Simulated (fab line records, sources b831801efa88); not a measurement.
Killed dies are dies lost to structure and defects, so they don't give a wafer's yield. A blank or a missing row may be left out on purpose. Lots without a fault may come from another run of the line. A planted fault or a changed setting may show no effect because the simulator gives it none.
A struck lot beside a sound one | flow sky130 | 19 steps out of a route of 708
Sound: wafers L664.1, L664.3, L664.4. Struck: wafer L672.3. (L672.4, L672.6 of the same lot were not struck and are left out.) The cause comes at the end.
At each step with rows: each side's tool, then ch and its chambers, then its first start. Under that, the readings that differ: sound wafers | struck wafers | difference of the means | sigmas: that difference in standard deviations of wafers without a fault.
alike: readings whose means differ by less than 2 such deviations, and words and numbers that are the same on both sides. not compared: withheld readings, readings that some wafer has no value for, bounds like >300 that may hide the same value, and numbers for which the record gives no deviation and whose values overlap.
The two part at a step that has a row with sigmas, a row that says differs or no value, or rows on one side only. Numbers that don't overlap but have no deviation are shown without sigmas and don't part them. A reading that every wafer of one side lacks parts them only if that side has two wafers or more.

first, 1 step without rows for these wafers: SKY_VIA1_ETCH_15 (etches SiO2 in C4F8/O2/Ar, stops on TiN, target depth 351 nm, time 54 s).
SKY_VIA1_STRIP_16: strips in O2/N2.
  sound on plasma_asher-03 ch 0,1, day 33 13:02; struck on plasma_asher-03 ch 0, day 36 10:03
  alike: drypump_motor_current_A, oes_product_au, strip_time_to_endpoint_s
  not compared: rf_hours_counter_h
then, 3 steps without rows for these wafers: SKY_VIA1_STRIP_17 (strips in post etch residue remover, time 1200 s); SKY_VIA1_CLEAN_18 (cleans in IPA, time 180 s); SKY_VIA1_CLEAN_19 (cleans in O3/DIW).
SKY_VIA1_SPUTTER_20: material TiN, target thk 20 nm, time 80 s.
  sound on pvd_sputter-04, day 33 13:38; struck on pvd_sputter-04, day 36 10:37
  alike: throttle_valve_pct
SKY_VIA1_CVD_21: deposits W, target thk 270 nm, time 80.902 s.
  sound on cvd_w-01 ch 0,1, day 33 13:42; struck on cvd_w-01 ch 1, day 36 10:42
  alike: heater_power_w
SKY_VIA1_RS_MEAS_22: measures by four-point-probe.
  sound on film_metro-04, day 33 13:47; struck on film_metro-01, day 36 10:48
  alike: VIA1_W_RS
SKY_VIA1_THK_MEAS_23: measures by xrf.
  sound on film_metro-04, day 33 13:55; struck on film_metro-01, day 36 10:54
  alike: VIA1_W_THK
then, 3 steps without rows for these wafers: SKY_VIA1_CMP_24 (polishes, stops on SiO2, t overpolish 15 s, target thk 0 nm); SKY_METAL2_SPUTTER_00 (material Ti, target thk 15 nm, time 10 s); SKY_METAL2_SPUTTER_01 (material TiN, target thk 20 nm, time 16.7 s).
SKY_METAL2_SPUTTER_02: material AlCu, target thk 250 nm, time 13.3 s.
  sound on pvd_sputter-01, day 33 14:19; struck on pvd_sputter-02, day 36 11:17
  reading                                     | sound           | struck | difference | sigmas
  model.AlCu_of_METAL2_SPUTTER_02.thk_nm (nm) | 247 249.4 254.6 | 288.1  | +37.8      |
  alike: throttle_valve_pct
SKY_METAL2_SPUTTER_03: material Ti, target thk 5 nm, time 3.3 s.
  sound on pvd_sputter-01, day 33 14:20; struck on pvd_sputter-02, day 36 11:19
  alike: throttle_valve_pct
SKY_METAL2_SPUTTER_04: material TiN, target thk 70 nm, time 58.3 s.
  sound on pvd_sputter-01, day 33 14:22; struck on pvd_sputter-02, day 36 11:20
  alike: throttle_valve_pct
SKY_METAL2_RS_MEAS_05: measures by four-point-probe.
  sound on film_metro-04, day 33 14:25; struck on film_metro-04, day 36 11:25
  reading                 | sound                | struck | difference | sigmas
  METAL2_ALCU_RS (ohm/sq) | 0.1282 0.1270 0.1245 | 0.1093 | -0.0173    | -13
SKY_METAL2_THK_MEAS_06: measures by xrf.
  sound on film_metro-04, day 33 14:32; struck on film_metro-04, day 36 11:31
  reading              | sound             | struck | difference | sigmas
  METAL2_ALCU_THK (nm) | 253.3 255.2 261.2 | 293.9  | +37.3      | +13
then, 1 step without rows for these wafers: SKY_METAL2_DEHYDRATE_07 (time 60 s).
-- the record jumps here: 11 days lie between the struck wafers' starts before and after (it left off in module METAL2 and takes up again in module PAD_OPEN, whose first step shown is number 708 of the route) --
SKY_PAD_OPEN_PROBE_99:
  sound on prober-01, day 45 09:14; struck on prober-01, day 47 14:46
  reading                      | sound                | struck | difference | sigmas
  model.etest.met2.line_ohm_um | 0.9121 0.898 0.8674  | 0.8152 | -0.0773    |
  model.etest.met2.rs_ohm_sq   | 0.1309 0.1288 0.1265 | 0.1118 | -0.0169    |

WHERE THEY PART
First at SKY_METAL2_RS_MEAS_05; last, within this record, at SKY_METAL2_THK_MEAS_06.

WHY: what the simulator had put in
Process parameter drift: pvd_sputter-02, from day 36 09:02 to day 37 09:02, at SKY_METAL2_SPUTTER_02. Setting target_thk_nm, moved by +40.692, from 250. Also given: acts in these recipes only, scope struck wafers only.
